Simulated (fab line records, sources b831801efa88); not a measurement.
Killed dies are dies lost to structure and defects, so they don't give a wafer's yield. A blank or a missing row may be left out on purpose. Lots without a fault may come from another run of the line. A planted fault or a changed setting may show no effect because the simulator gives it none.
A struck lot beside a sound one | flow sfq_line | 15 steps out of a route of 325
Sound: wafers L622.1, L622.4, L622.6. Struck: wafer L630.6. (L630.1 of the same lot was not struck and is left out.) The cause comes at the end.
At each step with rows: each side's tool, then ch and its chambers, then its first start. Under that, the readings that differ: sound wafers | struck wafers | difference of the means | sigmas: that difference in standard deviations of wafers without a fault.
alike: readings whose means differ by less than 2 such deviations, and words and numbers that are the same on both sides. not compared: withheld readings, readings that some wafer has no value for, bounds like >300 that may hide the same value, and numbers for which the record gives no deviation and whose values overlap.
The two part at a step that has a row with sigmas, a row that says differs or no value, or rows on one side only. Numbers that don't overlap but have no deviation are shown without sigmas and don't part them. A reading that every wafer of one side lacks parts them only if that side has two wafers or more.

SFQ_TRILAYER_L0_BARC_OPEN_METAL_ETCH_010: etches BARC in O2, target depth 125 nm, time 41.7 s.
  sound on rie_metal-04 ch 0,1, day 4 17:59; struck on rie_metal-04 ch 1, day 6 16:28
  alike: bias_w, drypump_motor_current_A, he_backside_leak_sccm, oes_product_au, run_length_s
  not compared: rf_hours_counter_h
SFQ_TRILAYER_L0_ETCH_METAL_ETCH_008: etches MoNx KI in SF6/O2, stops on SiO2, target depth 50 nm, time 25 s.
  sound on rie_metal-04 ch 0,1, day 4 18:03; struck on rie_metal-04 ch 1, day 6 16:31
  alike: bias_w, drypump_motor_current_A, he_backside_leak_sccm, oes_product_au, run_length_s
  not compared: rf_hours_counter_h
SFQ_TRILAYER_L0_STRIP_STRIP_009: strips in O2.
  sound on rie_metal-04 ch 0,1, day 4 18:06; struck on rie_metal-04 ch 1, day 6 16:34
  alike: drypump_motor_current_A, he_backside_leak_sccm, oes_product_au
  not compared: rf_hours_counter_h
then, 1 step without rows for these wafers: SFQ_TRILAYER_L0_STRIP_SOLV_CLEAN_010 (cleans in NMP, time 600 s).
SFQ_TRILAYER_L0_CAP_PECVD_011: deposits SiO2 from SiH4/N2O, time 13.333 s, target thk 60 nm.
  sound on pecvd-03 ch 1,2, day 4 18:52; struck on pecvd-02 ch 1, day 6 17:21
  reading                | sound          | struck | difference | sigmas
  throttle_valve_pct (%) | 25.8 25.5 25.0 | 23.3   | -2.1       | -3
  alike: heater_power_w
then, 6 steps without rows for these wafers: SFQ_TRILAYER_L0_VIA_LITHO_COAT_018 (resist thk 62 nm); SFQ_TRILAYER_L0_VIA_LITHO_COAT_013 (resist thk 650 nm); SFQ_TRILAYER_L0_VIA_LITHO_SOFTBAKE_017; SFQ_TRILAYER_L0_VIA_LITHO_EXPOSE_014 (exposes mask L0V, target cd 700 nm); SFQ_TRILAYER_L0_VIA_LITHO_PEB_016 (peb time 60 s); SFQ_TRILAYER_L0_VIA_LITHO_DEVELOP_015 (time 60 s).
-- the record jumps here: 4 days lie between the struck wafers' starts before and after --
SFQ_L0V_OVL_MEAS_903:
  sound on overlay-02, day 8 00:08; struck on overlay-02, day 10 06:13
  alike: L0V_OVL
SFQ_TRILAYER_L0_VIA_BARC_OPEN_VIA_ETCH_021: etches BARC in O2, target depth 125 nm, time 41.7 s.
  sound on rie_diel-04 ch 1,2,3, day 8 00:10; struck on rie_diel-02 ch 0, day 10 06:15
  reading                                                 | sound             | struck | difference | sigmas
  oes_product_au (a.u.)                                   | 0.684 0.686 0.690 | 0.652  | -0.035     | -7
  run_length_s (s)                                        | 70.3 69.5 70.9    | 73.3   | +3.1       | +7
  model.KrF_of_TRILAYER_L0_VIA_LITHO_COAT_013.thk_nm (nm) | 573.3 573 573.2   | 569.3  | -3.9       |
  alike: bias_w, drypump_motor_current_A
  not compared: rf_hours_counter_h
SFQ_TRILAYER_L0_VIA_ETCH_VIA_ETCH_016: etches SiO2 in CHF3, stops on MoNx KI, target depth 80 nm.
  sound on rie_diel-04 ch 1,2,3, day 8 00:13; struck on rie_diel-02 ch 0, day 10 06:17
  reading                                                 | sound             | struck | difference | sigmas
  model.KrF_of_TRILAYER_L0_VIA_LITHO_COAT_013.thk_nm (nm) | 559.5 559.1 559.2 | 555.7  | -3.6       |
  alike: bias_w, drypump_motor_current_A, oes_product_au
SFQ_TRILAYER_L0_VIA_STRIP_STRIP_017: strips in O2.
  sound on rie_metal-01 ch 0,1, day 8 00:16; struck on rie_metal-01 ch 1, day 10 06:20
  alike: drypump_motor_current_A, he_backside_leak_sccm, oes_product_au
  not compared: rf_hours_counter_h

WHERE THEY PART
First at SFQ_TRILAYER_L0_CAP_PECVD_011; last, within this record, at SFQ_TRILAYER_L0_VIA_BARC_OPEN_VIA_ETCH_021. Later steps at which nothing parts them and some readings are alike: SFQ_TRILAYER_L0_VIA_ETCH_VIA_ETCH_016, SFQ_TRILAYER_L0_VIA_STRIP_STRIP_017.

WHY: what the simulator had put in
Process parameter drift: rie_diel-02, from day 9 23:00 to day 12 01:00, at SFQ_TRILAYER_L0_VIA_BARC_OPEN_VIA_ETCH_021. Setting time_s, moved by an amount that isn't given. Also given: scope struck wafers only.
